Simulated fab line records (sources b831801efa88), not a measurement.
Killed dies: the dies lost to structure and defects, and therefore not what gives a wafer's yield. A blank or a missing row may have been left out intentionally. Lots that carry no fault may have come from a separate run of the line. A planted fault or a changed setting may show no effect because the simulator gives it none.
Chamber matching -- flow sky130 -- 4 sister chambers for SKY_LI_CONTACT_ETCH_15 on rie-diel-03
The step etches PSG in C4F8/O2/Ar, stops on Si, target depth 600 nm. 24 wafers are shown with their chamber, then 12 later ones without.

== EACH WAFER AND ITS CHAMBER ==
wafer,chamber,chamber-pressure-mTorr (mTorr),oes-product-au (a.u.)
L075.1,0,39.97,0.827
L075.2,1,40.01,0.835
L075.6,3,39.94,0.836
L074.1,2,39.96,0.846
L074.3,1,40.01,0.836
L074.5,0,39.98,0.842
L076.2,3,39.98,0.835
L076.5,1,40.04,0.837
L076.6,0,40.02,0.835
L079.2,1,40.04,0.835
L079.5,0,39.94,0.845
L079.6,3,40.03,0.832
L080.2,2,39.97,0.841
L080.3,3,39.94,0.836
L080.5,3,39.96,0.842
L081.1,0,40.04,0.835
L081.2,1,40.01,0.845
L081.4,3,39.98,0.845
L082.2,2,40.02,0.828
L082.3,1,40.00,0.830
L082.5,2,39.96,0.837
L083.1,0,39.98,0.839
L083.2,3,40.03,0.830
L083.4,1,39.99,0.832

SIGNATURES (averages over the wafers above)
reading,chamber 0,chamber 1,chamber 2,chamber 3,scatter within a chamber
chamber-pressure-mTorr,39.9883,40.0143,39.9775,39.9800,0.0314
oes-product-au,0.83717,0.83571,0.83800,0.83657,0.00582
Rule: for a wafer and a chamber, the distance is found by dividing, reading by reading, the gap between the wafer's reading and the chamber's mean by the reading's scatter, squaring, summing and taking the root. If the next closest chamber is less than 2 further off than the closest, the wafer can't be placed; otherwise it belongs to the closest. The scatter is the square root of a quotient: the sum, over the shown wafers, of each reading's squared deviation from its chamber's mean, divided by wafers minus chambers.

== WAFERS WHOSE CHAMBER IS MISSING ==
wafer,chamber-pressure-mTorr (mTorr),oes-product-au (a.u.)
L084.3,39.98,0.832
L084.5,40.00,0.846
L084.6,40.03,0.842
L086.3,39.92,0.845
L086.5,40.03,0.841
L086.6,39.98,0.846
L088.2,40.03,0.833
L088.3,40.05,0.842
L088.6,40.10,0.837
L097.2,39.97,0.833
L097.3,39.96,0.831
L097.6,40.00,0.840

== EACH ONE'S CHAMBER ==
wafer,from the rows above,in truth
L084.3,can't be placed: 3 or 0 or 2 or 1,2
L084.5,can't be placed: 2 or 0 or 3 or 1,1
L084.6,can't be placed: 1 or 0 or 2 or 3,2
L086.3,can't be placed: 2 or 3 or 0 or 1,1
L086.5,can't be placed: 1 or 0 or 2 or 3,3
L086.6,can't be placed: 2 or 0 or 3 or 1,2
L088.2,can't be placed: 1 or 0 or 3 or 2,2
L088.3,can't be placed: 1 or 0 or 2 or 3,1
L088.6,can't be placed: 1 or 0 or 3 or 2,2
L097.2,can't be placed: 3 or 2 or 0 or 1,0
L097.3,can't be placed: 3 or 2 or 0 or 1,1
L097.6,can't be placed: 0 or 2 or 1 or 3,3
0 of 12 placed correctly. Cannot be placed on the basis of these rows: 12; the candidates contain the true chamber in 12. Placed wrongly: 0.
